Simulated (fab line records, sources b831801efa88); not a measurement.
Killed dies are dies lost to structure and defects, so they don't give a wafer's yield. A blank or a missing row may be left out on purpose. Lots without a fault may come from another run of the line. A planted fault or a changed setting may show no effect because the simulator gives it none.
One fault seen from 2 desks | flow gf180mcu | each desk has only its own numbers; what lay behind them comes last

THE METROLOGY DESK
What the gauges read, lot by lot, whatever tool the lot ran on: means of the sampled wafers that have a number. A lot is out of limits, marked OUT, if its mean lies more than 4 standard deviations from the usual mean; the brackets give that distance.
Columns: A = LVPWELL_TW at GF_LVPWELL_TW_MEAS_11, usual 566
lot  | first seen here | A
L742 | day 3 20:46     | 568
L743 | day 4 05:04     | 558
L746 | day 4 21:13     | 573
L748 | day 5 06:37     | 569
L750 | day 5 18:50     | 570
L755 | day 6 23:24     | 569
L758 | day 7 16:23     | 569
L759 | day 7 21:01     | 566
L760 | day 8 03:08     | 556
L761 | day 8 07:56     | 567
L763 | day 8 19:44     | 554
L764 | day 9 00:32     | 568
L765 | day 9 07:42     | 568
This desk's finding: nothing out of limits on any of the 13 lots.

THE TOOL OWNER'S DESK: wet_bench-01
The tool's own readings at GF_STI_WET_ETCH_17 (etches Si3N4 in H3PO4, target depth 45 nm, time 514 s): means of the sampled wafers that have a number, for each lot that ran on this tool. A lot is out of limits, marked OUT, if its mean lies more than 4 standard deviations from the usual mean; the brackets give that distance.
Columns: A = run_length_s at GF_STI_WET_ETCH_17, usual 541.0 s
lot  | first seen here | A
L743 | day 2 07:01     | 545.9
L748 | day 3 08:10     | 539.9
L750 | day 3 18:50     | 918.9 (+99 or more) OUT
L763 | day 6 14:47     | 538.2
L764 | day 6 19:06     | 538.2
L765 | day 7 00:38     | 540.2
This desk's finding: out of limits on L750; first on L750, day 3 18:50 (run_length_s at GF_STI_WET_ETCH_17). In limits: L743, L748, L763, L764, L765.

PUT TOGETHER
The tool owner's desk could have raised an alarm at day 3 18:50, on L750.
The metrology desk saw nothing out of limits.
The metrology desk has L750 on record, within its limits.
Of the lots named, all ran GF_STI_WET_ETCH_17 on wet_bench-01.

WHAT THE SIMULATOR HAD PUT IN
Process parameter drift: wet_bench-01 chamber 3, from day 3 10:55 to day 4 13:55, at GF_STI_WET_ETCH_17. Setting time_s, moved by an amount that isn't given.
Lots struck among those shown: L750.
Hours from the fault's start to each desk's first reading out of limits: the tool owner's desk, 8.
